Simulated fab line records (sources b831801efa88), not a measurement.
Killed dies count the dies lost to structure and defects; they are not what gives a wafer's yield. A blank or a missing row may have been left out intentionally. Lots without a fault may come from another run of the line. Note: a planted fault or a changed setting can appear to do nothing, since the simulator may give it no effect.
fab line records    flow sky130
record: lots: 6  wafers: 18  last_day: 50
route steps=708 shown METAL1@441 PAD_OPEN@708
lots with no fault: from the same line, run without faults
start_h: hours from the record's opening day to when the first of the lot's shown wafers began    wait_h: hours from the lot's prior step to this one    " repeats the value in the row above    L1.1+2: a row that stands for several wafers    - value missing, or start not given    * or withheld: withheld    < > ~ a bound
route shown NAME@n: NAME is a module with steps in the file, n the number in the route of the first one    usual: mean/standard deviation of fault-free wafers    same: alike in all rows    chamber/n: place in a boat    sites: per-site readings    _std_site: standard deviation of those values    _edge_site: inner sites' mean taken away from outer sites' mean    radius_mm: how far each site lies from the wafer's centre    mask NAME#n: copy n    behind: the most recent tool/chamber to have shaped the wafer    hold: why the lot was held/for how many hours/how that ended    device: the n, p or np transistor that did not switch    end of line: at the end of the route, the tests of the same wafers    for a step that has no rows: nothing shown but its recipe    killed: not the wafer's yield, but the dies lost to structure and defects at the first sort    map: shows each die of a wafer: x if killed, . if not, _ if none is there
set.NAME: the setting that was run; set.NAME@STEP: the one run at that earlier step    model.NAME: the simulator's own value behind a step, which no gauge read
a table for each step, a row for each wafer; lots at some steps of the route
services: a tool's chamber out of use, with start hour (start_h, from the record's first day; less than 0 if before it), hours out, and reason
== steps ==
step: SKY_METAL1_DEHYDRATE_07
recipe: temp_c: 200  time_s: 60
step: SKY_METAL1_HMDS_08
recipe: prime_time_s: 60  prime_temp_c: 120
step: SKY_METAL1_COAT_09
recipe: resist: BARC  temp_c: withheld  time_s: withheld  spin_rpm: 3000  resist_thk_nm: 60
step: SKY_METAL1_COAT_10
recipe: resist: KrF-thick  spin_rpm: 3000  resist_thk_nm: 450
step: SKY_METAL1_SOFTBAKE_11
recipe: temp_c: 100  time_s: 90  resist: KrF-thick
step: SKY_METAL1_EXPOSE_12
recipe: mask_id: MM1  na: 0.8  source_shape: annular  sigma_inner: 0.55  sigma_outer: 0.85  target_cd_nm: 140  dose_mj: 28
step: SKY_METAL1_PEB_13
recipe: peb_temp_c: withheld  peb_time_s: withheld  resist: KrF-thick
step: SKY_METAL1_DEVELOP_14
recipe: develop_time_s: 60  resist: KrF-thick  dev_temp_c: 21
step: SKY_METAL1_CD_MEAS_15
recipe: target_cd_nm: 140
usual: cd_nm: 139.8/1.7
lot.wafer  tool       chamber  start_h  wait_h  cd_nm
L220.2     cd_sem-02  -        769.61   -       137.5
L220.4     "          -        "        "       139.1
L220.5     "          -        "        "       139.5
L224.1     cd_sem-02  -        816.87   -       139.9
L224.4     "          -        "        "       139.7
L224.6     "          -        "        "       140.0
L233.2     cd_sem-02  -        869.78   -       140.5
L233.3     "          -        "        "       140.9
L233.4     "          -        "        "       140.9
L234.1     cd_sem-01  -        873.77   -       140.9
L234.4     "          -        "        "       141.2
L234.6     "          -        "        "       141.7
L239.3     cd_sem-01  -        917.48   -       137.7
L239.4     "          -        "        "       137.7
L239.5     "          -        "        "       138.3
L243.2     cd_sem-01  -        933.64   -       140.0
L243.4     "          -        "        "       140.3
L243.6     "          -        "        "       141.3
step: SKY_METAL1_OVL_MEAS_16
usual: METAL1_OVL: -1/4.5
lot.wafer  tool        chamber  start_h  wait_h  METAL1_OVL[nm]
L220.2     overlay-01  -        769.71   0.1     -5
L220.4     "           -        "        "       -3
L220.5     "           -        "        "       5
L224.1     overlay-01  -        816.99   0.1     2
L224.4     "           -        "        "       0
L224.6     "           -        "        "       0
L233.2     overlay-02  -        869.88   0.1     -2
L233.3     "           -        "        "       -3
L233.4     "           -        "        "       -2
L234.1     overlay-01  -        873.89   0.1     1
L234.4     "           -        "        "       0
L234.6     "           -        "        "       1
L239.3     overlay-01  -        917.57   0.1     -11
L239.4     "           -        "        "       -6
L239.5     "           -        "        "       -10
L243.2     overlay-01  -        933.75   0.1     0
L243.4     "           -        "        "       -5
L243.6     "           -        "        "       -1
step: SKY_METAL1_DESCUM_17
recipe: chemistry: O2  source_power_w: 150  bias_power_w: 0  pressure_mtorr: 10  temp_c: 40  time_s: 8
usual: chamber_pressure_mTorr: 10.000/0.0092  drypump_motor_current_A: 5.6/0.53  oes_product_au: 0.999/0.007
lot.wafer  tool          chamber  start_h  wait_h  chamber_pressure_mTorr  drypump_motor_current_A  oes_product_au  rf_hours_counter_h
L220.2     rie_metal-03  0        769.74   0.0     10.000                  5.8                      1.000           1
L220.4     "             1        "        "       10.000                  5.1                      0.991           -
L220.5     "             0        "        "       9.993                   5.8                      0.987           -
L224.1     rie_metal-03  0        817.03   0.0     10.011                  5.8                      0.999           3
L224.4     "             0        "        "       9.991                   5.8                      0.988           -
L224.6     "             1        "        "       9.993                   5.1                      1.001           -
L233.2     rie_metal-03  0        869.91   0.0     10.023                  5.8                      0.996           4
L233.3     "             1        "        "       9.999                   5.1                      1.004           -
L233.4     "             0        "        "       9.994                   5.8                      0.989           -
L234.1     rie_metal-03  0        873.93   0.0     10.001                  5.8                      0.993           4
L234.4     "             1        "        "       9.998                   5.1                      1.003           -
L234.6     "             1        "        "       9.992                   5.1                      1.000           -
L239.3     rie_metal-02  0        917.60   0.0     10.001                  5.9                      0.995           -
L239.4     "             1        "        "       10.001                  6.0                      1.001           -
L239.5     "             1        "        "       10.006                  6.0                      1.002           -
L243.2     rie_metal-02  0        933.78   0.0     9.990                   5.9                      1.003           7
L243.4     "             0        "        "       10.002                  6.0                      1.007           -
L243.6     "             0        "        "       9.999                   6.0                      1.009           -
step: SKY_METAL1_ETCH_18
recipe: chemistry: N2/H2  target: BARC  ion_energy_ev: 200  bias_w: 100  pressure_mtorr: 30  n2_flow_sccm: 100  h2_flow_sccm: 200  icp_w: 500  stop_on: SiO2  time_s: 45.9  target_depth_a: 600
usual: chamber_pressure_mTorr: 29.998/0.028  drypump_motor_current_A: 5.6/0.53  oes_product_au: 0.855/0.005  throttle_valve_pct: 13.224/0.009
lot.wafer  tool          chamber  start_h  wait_h  chamber_pressure_mTorr  drypump_motor_current_A  oes_product_au  rf_hours_counter_h  throttle_valve_pct
L220.2     rie_metal-03  0        769.77   0.0     30.010                  5.8                      0.853           1                   13.226
L220.4     "             1        "        "       29.977                  5.1                      0.863           -                   13.206
L220.5     "             0        "        "       30.005                  5.8                      0.858           -                   13.234
L224.1     rie_metal-03  0        817.06   0.0     29.988                  5.8                      0.862           3                   13.219
L224.4     "             0        "        "       29.971                  5.8                      0.858           -                   13.226
L224.6     "             1        "        "       29.956                  5.1                      0.858           -                   13.236
L233.2     rie_metal-03  0        869.95   0.0     30.000                  5.8                      0.856           4                   13.224
L233.3     "             1        "        "       29.975                  5.1                      0.861           -                   13.224
L233.4     "             0        "        "       30.001                  5.8                      0.864           -                   13.226
L234.1     rie_metal-03  0        873.96   0.0     30.006                  5.8                      0.853           4                   13.226
L234.4     "             1        "        "       29.990                  5.1                      0.857           -                   13.230
L234.6     "             1        "        "       30.036                  5.1                      0.853           -                   13.230
L239.3     rie_metal-02  0        917.65   0.0     29.962                  6.0                      0.854           -                   13.215
L239.4     "             1        "        "       29.958                  6.0                      0.858           -                   13.234
L239.5     "             1        "        "       29.978                  6.0                      0.859           -                   13.236
L243.2     rie_metal-02  0        933.81   0.0     30.020                  5.9                      0.852           7                   13.234
L243.4     "             0        "        "       30.043                  5.9                      0.855           -                   13.232
L243.6     "             0        "        "       29.994                  5.9                      0.851           -                   13.247
step: SKY_METAL1_METAL_ETCH_19
recipe: target_depth_a: 3600  stop_on: SiO2  over_etch_frac: 0.3  time_s: 78  chemistry: Cl2/BCl3  resist_sidewall_deg: 88  pressure_mtorr: 10  icp_w: 900  bias_w: 48.5  Cl2_flow_sccm: 60  bcl3_flow_sccm: 30
usual: bcl3_flow_sccm: 29.98/0.082  chamber_pressure_mTorr: 10.000/0.0096  drypump_motor_current_A: 5.6/0.53  oes_product_au: 0.857/0.006  throttle_valve_pct: 22.264/0.0086
lot.wafer  tool          chamber  start_h  wait_h  bcl3_flow_sccm  chamber_pressure_mTorr  drypump_motor_current_A  oes_product_au  rf_hours_counter_h  throttle_valve_pct  model.KrF-thick_of_METAL1_COAT_10.thk_nm  model.METAL1.cd_nm  model.SiO2_of_CONTACT_HDPCVD_02.thk_nm
L220.2     rie_metal-03  0        769.84   0.0     30.03           9.985                   5.8                      0.857           1                   22.283              159.7                                     136.8               327.1
L220.4     "             1        "        "       30.04           9.993                   5.1                      0.872           -                   22.261              154                                       140                 326.7
L220.5     "             0        "        "       30.06           9.987                   5.8                      0.865           -                   22.257              156.9                                     139.7               327.2
L224.1     rie_metal-03  0        817.12   0.0     30.00           9.998                   5.8                      0.870           3                   22.270              160.5                                     141.5               325.2
L224.4     "             0        "        "       29.89           10.020                  5.8                      0.860           -                   22.250              161.3                                     140.9               326.1
L224.6     "             1        "        "       30.07           9.968                   5.1                      0.858           -                   22.261              155.8                                     138.2               323.9
L233.2     rie_metal-03  0        870.01   0.0     29.98           9.991                   5.8                      0.861           4                   22.266              38.97                                     127.1               319.9
L233.3     "             1        "        "       29.91           9.996                   5.1                      0.844           -                   22.251              158.8                                     138.5               326.6
L233.4     "             0        "        "       30.01           10.008                  5.8                      0.858           -                   22.261              41.71                                     125.6               320.4
L234.1     rie_metal-03  0        874.02   0.0     30.10           10.001                  5.8                      0.855           4                   22.285              40.05                                     128.4               320
L234.4     "             1        "        "       30.10           10.006                  5.1                      0.865           -                   22.277              159.1                                     142.5               325.1
L234.6     "             1        "        "       29.95           10.006                  5.1                      0.863           -                   22.275              159                                       142.6               324.6
L239.3     rie_metal-02  0        917.72   0.1     29.91           10.014                  5.9                      0.850           -                   22.266              158.1                                     138.6               327.6
L239.4     "             1        "        "       30.02           10.005                  6.0                      0.843           -                   22.263              153.8                                     137.2               326.8
L239.5     "             1        "        "       30.09           9.999                   6.0                      0.857           -                   22.259              153.4                                     136.8               326.4
L243.2     rie_metal-02  0        933.87   0.0     29.98           9.999                   5.9                      0.860           7                   22.266              157.9                                     139.7               325.6
L243.4     "             0        "        "       29.84           10.007                  5.9                      0.861           -                   22.263              160.3                                     140.3               325.5
L243.6     "             0        "        "       29.94           9.998                   5.9                      0.862           -                   22.262              160.5                                     139.9               325.2
step: SKY_METAL1_STRIP_20
recipe: chemistry: O2/N2  power_w: 1400  pressure_mtorr: 1500  platen_temp_c: withheld  o2_flow_sccm: 3000  n2_flow_sccm: 300  overash_fraction: 0.5
usual: chamber_pressure_mTorr: 1499.9/1.4  drypump_motor_current_A: 5.5/0.43  oes_product_au: 0.342/0.005  strip_time_to_endpoint_s: 2.70/0.032
lot.wafer  tool             chamber  start_h  wait_h  chamber_pressure_mTorr  drypump_motor_current_A  oes_product_au  rf_hours_counter_h  strip_time_to_endpoint_s
L220.2     plasma_asher-04  0        769.93   0.1     1499.8                  6.0                      0.333           2                   2.70
L220.4     "                0        "        "       1496.9                  6.0                      0.342           -                   2.65
L220.5     "                1        "        "       1500.6                  4.9                      0.336           -                   2.69
L224.1     plasma_asher-03  0        817.21   0.1     1499.3                  4.9                      0.347           99                  2.70
L224.4     "                1        "        "       1499.6                  5.9                      0.345           -                   2.71
L224.6     "                1        "        "       1498.2                  5.9                      0.344           -                   2.67
L233.2     plasma_asher-03  1        870.10   0.1     1496.5                  5.9                      0.287           104                 1.36
L233.3     "                1        "        "       1497.7                  5.9                      0.339           -                   2.71
L233.4     "                0        "        "       1502.9                  4.9                      0.279           -                   1.38
L234.1     plasma_asher-02  1        874.11   0.1     1497.4                  5.4                      0.290           77                  1.37
L234.4     "                0        "        "       1500.2                  5.6                      0.352           -                   2.71
L234.6     "                1        "        "       1501.6                  5.3                      0.338           -                   2.69
L239.3     plasma_asher-03  1        917.81   0.1     1500.3                  5.9                      0.343           -                   2.70
L239.4     "                0        "        "       1502.2                  4.9                      0.342           -                   2.63
L239.5     "                0        "        "       1501.6                  4.9                      0.340           -                   2.64
L243.2     plasma_asher-02  0        933.96   0.1     1499.8                  5.6                      0.334           84                  2.69
L243.4     "                1        "        "       1501.2                  5.4                      0.340           -                   2.72
L243.6     "                0        "        "       1499.8                  5.7                      0.334           -                   2.72
step: SKY_METAL1_STRIP_21
recipe: chemistry: post_etch_residue_remover  time_s: 1200  temp_c: 72.5
step: SKY_PAD_OPEN_PROBE_99
lot.wafer  tool       chamber  start_h  wait_h  model.etest.met1.width_nm  model.etest.met1.line_ohm_um
L220.2     prober-02  -        1081.38  0.1     137.6                      0.9257
L220.4     prober-02  -        1081.48  0.2     139.4                      0.9022
L220.5     prober-02  -        1081.53  0.2     141.9                      0.8952
L224.1     prober-01  -        1117.60  0.1     140.2                      0.8994
L224.4     prober-01  -        1117.75  0.2     137.2                      0.9261
L224.6     prober-01  -        1117.85  0.2     139.4                      0.9051
L233.2     prober-02  -        1160.20  0.1     123.9                      1.026
L233.3     prober-02  -        1160.25  0.2     140.2                      0.9079
L233.4     prober-02  -        1160.30  0.2     128.4                      0.9977
L234.1     prober-01  -        1160.94  0.1     125.9                      1.004
L234.4     prober-01  -        1161.09  0.2     142.2                      0.8871
L234.6     prober-01  -        1161.19  0.2     141.3                      0.9114
L239.3     prober-01  -        1186.37  0.2     137.6                      0.9355
L239.4     prober-01  -        1186.42  0.2     135.1                      0.9706
L239.5     prober-01  -        1186.47  0.2     134                        0.9628
L243.2     prober-02  -        1200.59  0.1     140                        0.9079
L243.4     prober-02  -        1200.69  0.2     138.8                      0.9232
L243.6     prober-02  -        1200.79  0.2     137.4                      0.9268
killed by level:class
L220.2 VIA1:geometric_particle:open=12 CONTACT:geometric_particle:open=9 LI_CONTACT:geometric_particle:open=7 METAL2:geometric_particle:short=7 VIA2:geometric_particle:open=6 FIELD_ISO:geometric_particle:short=5 FIELD_ISO:geometric_particle:open=5 METAL3:geometric_particle:short=5
L220.4 VIA1:geometric_particle:open=12 VIA2:geometric_particle:open=11 CONTACT:geometric_particle:open=8 FIELD_ISO:geometric_particle:open=5 CONTACT:geometric_particle:short=5 VIA3:geometric_particle:open=5 POLY_GATE:geometric_particle:short=4 LI_CONTACT:geometric_particle:open=4
L220.5 VIA1:geometric_particle:open=18 LI_CONTACT:geometric_particle:open=11 METAL1:geometric_particle:short=8 POLY_GATE:geometric_particle:short=6 VIA2:geometric_particle:open=5 CONTACT:geometric_particle:short=5 METAL2:geometric_particle:short=5 FIELD_ISO:geometric_particle:open=4
L224.1 METAL2:geometric_particle:short=12 CONTACT:geometric_particle:open=10 POLY_GATE:geometric_particle:open=8 VIA2:geometric_particle:open=7 LOCAL_INTERCONNECT:geometric_particle:short=6 CONTACT:geometric_particle:short=6 LI_CONTACT:geometric_particle:open=5 VIA1:geometric_particle:open=5
L224.4 VIA3:geometric_particle:open=11 VIA1:geometric_particle:open=8 VIA2:geometric_particle:open=8 CONTACT:geometric_particle:open=5 FIELD_ISO:geometric_particle:short=4 POLY_CUT:geometric_particle:short=4 LI_CONTACT:geometric_particle:open=4 METAL1:geometric_particle:short=4
L224.6 VIA2:geometric_particle:open=13 CONTACT:geometric_particle:open=10 VIA1:geometric_particle:open=9 METAL4:geometric_particle:short=8 LI_CONTACT:geometric_particle:open=6 CONTACT:geometric_particle:short=6 VIA3:geometric_particle:open=6 VIA1:geometric_particle:short=5
L234.1 VIA1:geometric_particle:open=13 CONTACT:geometric_particle:open=8 LOCAL_INTERCONNECT:geometric_particle:short=6 CONTACT:geometric_particle:short=6 METAL2:geometric_particle:short=6 VIA1:geometric_particle:short=5 FIELD_ISO:geometric_particle:open=4 LI_CONTACT:geometric_particle:open=4
L234.4 VIA3:geometric_particle:open=10 VIA1:geometric_particle:open=9 CONTACT:geometric_particle:open=7 VIA1:geometric_particle:short=7 METAL2:geometric_particle:short=6 FIELD_ISO:geometric_particle:open=5 METAL1:geometric_particle:short=4 METAL4:geometric_particle:short=4
L234.6 VIA1:geometric_particle:open=8 LI_CONTACT:geometric_particle:open=8 VIA3:geometric_particle:open=7 METAL2:geometric_particle:short=5 METAL1:geometric_particle:short=5 VIA2:geometric_particle:open=5 FIELD_ISO:geometric_particle:short=4 LOCAL_INTERCONNECT:geometric_particle:short=4
L239.3 CONTACT:geometric_particle:open=10 LI_CONTACT:geometric_particle:open=6 VIA1:geometric_particle:open=6 POLY_GATE:geometric_particle:open=5 POLY_GATE:geometric_particle:short=5 METAL2:geometric_particle:short=5 VIA1:geometric_particle:short=5 VIA2:geometric_particle:short=5
L239.4 CONTACT:geometric_particle:open=12 VIA3:geometric_particle:open=7 METAL2:geometric_particle:short=6 METAL1:geometric_particle:short=6 VIA2:geometric_particle:open=6 VIA1:geometric_particle:short=6 CONTACT:geometric_particle:short=5 VIA1:geometric_particle:open=5
L239.5 VIA1:geometric_particle:open=13 CONTACT:geometric_particle:open=10 VIA2:geometric_particle:open=9 VIA3:geometric_particle:open=8 METAL2:geometric_particle:short=4 FIELD_ISO:geometric_particle:open=3 LOCAL_INTERCONNECT:geometric_particle:short=3 VIA1:geometric_particle:short=3
L243.2 LI_CONTACT:geometric_particle:open=7 CONTACT:geometric_particle:open=6 VIA1:geometric_particle:open=6 VIA1:geometric_particle:short=5 LI_CONTACT:geometric_particle:short=4 VIA3:geometric_particle:open=4 METAL2:geometric_particle:short=4 VIA3:geometric_particle:short=4
L243.4 VIA1:geometric_particle:open=15 LI_CONTACT:geometric_particle:open=7 CONTACT:geometric_particle:short=6 VIA1:geometric_particle:short=5 VIA3:geometric_particle:open=5 METAL4:geometric_particle:short=5 LI_CONTACT:geometric_particle:short=4 CONTACT:geometric_particle:open=4
L243.6 VIA1:geometric_particle:open=9 POLY_GATE:geometric_particle:short=8 LI_CONTACT:geometric_particle:open=8 VIA3:geometric_particle:open=7 CONTACT:geometric_particle:open=6 METAL2:geometric_particle:short=5 VIA1:geometric_particle:short=5 FIELD_ISO:geometric_particle:open=4
== services ==
tool             chamber  start_h  hours  kind
plasma_asher-03  -        777.19   2.8    pm
rie_metal-02     0        803.01   8.5    repair
rie_metal-03     0        817.35   3.8    repair
plasma_asher-03  -        826.17   1.5    repair
rie_metal-02     1        883.77   1.2    repair
plasma_asher-02  -        895.24   0.4    repair
== key ==
first_sign: step: SKY_METAL1_STRIP_20  reading: strip_time_to_endpoint_s  direction: down  sigmas: 42  usual: *  struck: *
effect: step: SKY_METAL1_STRIP_20  reading: oes_product_au  direction: down  sigmas: 11  usual: 0.342  struck: 0.285
model_effect: step: SKY_METAL1_METAL_ETCH_19  value: KrF-thick_of_METAL1_COAT_10.thk_nm  without: 161.7  struck: 40.24
model_effect: step: SKY_PAD_OPEN_PROBE_99  value: etest.met1.width_nm  without: 140.4  struck: 126.1
met_at SKY_METAL1_METAL_ETCH_19
struck_wafers L233.2,L233.4,L234.1
sort_left_out L233.2,L233.4
onset_between 817.12 870.01
fault: kind: process_parameter_drift  tool: rie_metal-03  chamber: 0  onset_h: 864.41  steps: SKY_METAL1_METAL_ETCH_19  channel: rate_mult  offset: 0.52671  shape: step  end_h: 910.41
sort_left_out: the simulated sort isn't trusted on such a fault, so these wafers' sort isn't shown, and their yield isn't known
